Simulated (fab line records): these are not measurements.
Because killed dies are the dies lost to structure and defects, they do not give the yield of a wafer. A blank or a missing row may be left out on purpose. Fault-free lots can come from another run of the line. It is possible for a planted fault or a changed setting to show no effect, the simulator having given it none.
Comparing a struck lot with a sound one -- flow sky130 -- 35 steps out of a route of 708
Sound: the wafers L209.2, L209.5, L209.6. Struck: wafers L213.1, L213.5, L213.6. At the end, the cause is stated.
At each step with rows: each side's tool, then ch and its chambers, then its first start. Under that, the readings that differ: sound wafers -- struck wafers -- difference of the means -- sigmas: that difference in standard deviations of wafers without a fault.
alike: readings with means less than 2 such deviations apart, plus words and numbers identical on both sides. not compared: withheld readings, readings lacking a value on some wafer, bounds such as >300 that could conceal the same value, and numbers that have no deviation in the record and whose values overlap.
A row with sigmas, a row that says differs or no value, or rows on one side alone: a step with any of these is where the two part. When numbers do not overlap yet have no deviation, they are printed without sigmas and do not part them. Lack of a reading on every wafer of one side parts them only where that side has two or more wafers.

first, 10 steps without rows for these wafers: SKY_POLY_CUT_ETCH_10 (etches BARC in N2/H2, stops on SiO2, time 45.9 s, target depth 60 nm); SKY_POLY_CUT_ETCH_11 (etches Si3N4 in CF4/CH2F2/Ar, stops on poly-Si, time 42.5 s, target depth 60 nm); SKY_POLY_CUT_STRIP_12 (strips in O2/N2); SKY_SD_P_DEHYDRATE_00 (time 60 s); SKY_SD_P_HMDS_01 (prime time 60 s); SKY_SD_P_COAT_02 (resist thk 1140 nm); SKY_SD_P_SOFTBAKE_03 (time 60 s); SKY_SD_P_EXPOSE_04 (exposes mask PSDM, target cd 380 nm); SKY_SD_P_PEB_05; SKY_SD_P_DEVELOP_06 (develop time 60 s).
SKY_SD_P_IMPLANT_09:
  sound on implanter-04 ch 0, day 25 13:27; struck on implanter-04 ch 0, day 27 04:12
SKY_SD_P_STRIP_10: strips in O2/N2.
  sound on plasma_asher-02 ch 0,1, day 25 13:34; struck on plasma_asher-02 ch 0,1, day 27 04:21
reading,sound,struck,difference,sigmas
strip_time_to_endpoint_s (s),17.49 17.43 17.48,17.37 17.34 17.33,-0.12,-3
  alike: drypump_motor_current_A, o2_flow_sccm, oes_product_au
  not compared: rf_hours_counter_h
then, 21 steps without rows for these wafers: SKY_RES_XHIGH_DEHYDRATE_00 (time 60 s); SKY_RES_XHIGH_HMDS_01 (prime time 60 s); SKY_RES_XHIGH_COAT_02 (resist thk 1140 nm); SKY_RES_XHIGH_SOFTBAKE_03 (time 60 s); SKY_RES_XHIGH_EXPOSE_04 (exposes mask URPM, target cd 1270 nm); SKY_RES_XHIGH_PEB_05; SKY_RES_XHIGH_DEVELOP_06 (develop time 60 s); SKY_RES_XHIGH_IMPLANT_07; SKY_RES_XHIGH_STRIP_08 (strips in O2/N2); SKY_SD_N_DEHYDRATE_00 (time 60 s); SKY_SD_N_HMDS_01 (prime time 60 s); SKY_SD_N_COAT_02 (resist thk 1140 nm); SKY_SD_N_SOFTBAKE_03 (time 60 s); SKY_SD_N_EXPOSE_04 (exposes mask NSDM, target cd 380 nm); SKY_SD_N_PEB_05; SKY_SD_N_DEVELOP_06 (develop time 60 s); SKY_SD_N_IMPLANT_09; SKY_SD_N_IMPLANT_10; SKY_SD_N_STRIP_11 (strips in O2/N2); SKY_SD_N_CLEAN_13 (cleans in SC1/SC2, time 150 s); SKY_SD_N_RTA_14 (time 2 s).
-- the record jumps here: 2 days lie between the struck wafers' starts before and after --
SKY_SD_N_RS_MEAS_17: the measuring method here is four-point-probe.
  struck on film_metro-04, day 29 13:46; sound on film_metro-01, day 28 00:53
reading,sound,struck,difference,sigmas
SD_P_RS (ohm/sq),147.7 147.9 147.8,149.3 149.3 149.0,+1.4,+3
-- the record jumps here: 17 days lie between the struck wafers' starts before and after (it left off in module SD_N and takes up again in module PAD_OPEN, whose first step shown is number 708 of the route) --
SKY_PAD_OPEN_PROBE_99:
  struck on prober-02, day 46 22:10; sound on prober-02, day 45 22:19
reading,sound,struck,difference,sigmas
killed_at_other,0 4 0,0 0 0,-1,-2
model.etest.res_high_po.line_ohm_um,769.7 782 776.5,825.6 823.3 816.3,+45.7,
model.etest.licon_high_po.rc_ohm,357.6 361.3 374.6,426.2 414 417.3,+54.7,
model.etest.res_pdiff.line_ohm_um,1356 1320 1328,1424 1413 1391,+75,
model.etest.licon_pdiff.rc_ohm,577.1 600.9 609.1,614.9 609.3 631.5,+22.9,
model.etest.res_high_po.rs_ohm_sq,266.4 274 270.5,285.2 289.1 290.6,+18.0,
model.etest.res_high_po.rs_ohm_sq_range,9.488 7.106 10.79,27.67 27.58 34.73,+20.87,
model.etest.res_high_po.rs_ohm_sq_rim_less_centre,-5.049 -1.672 -0.07585,-15.58 -15.96 -20.01,-14.92,
model.etest.res_pdiff_hv.rs_ohm_sq,189.4 190.6 189.7,198.1 196.8 197.4,+7.5,
  alike: killed_at_M0_to_M3, killed_at_M4_up, killed_at_contacts, killed_at_front_end, killed_dies, killed_open, killed_short

== WHERE THEY PART ==
First at SKY_SD_P_STRIP_10; last, within this record, at SKY_PAD_OPEN_PROBE_99.

WHY: what the simulator had put in
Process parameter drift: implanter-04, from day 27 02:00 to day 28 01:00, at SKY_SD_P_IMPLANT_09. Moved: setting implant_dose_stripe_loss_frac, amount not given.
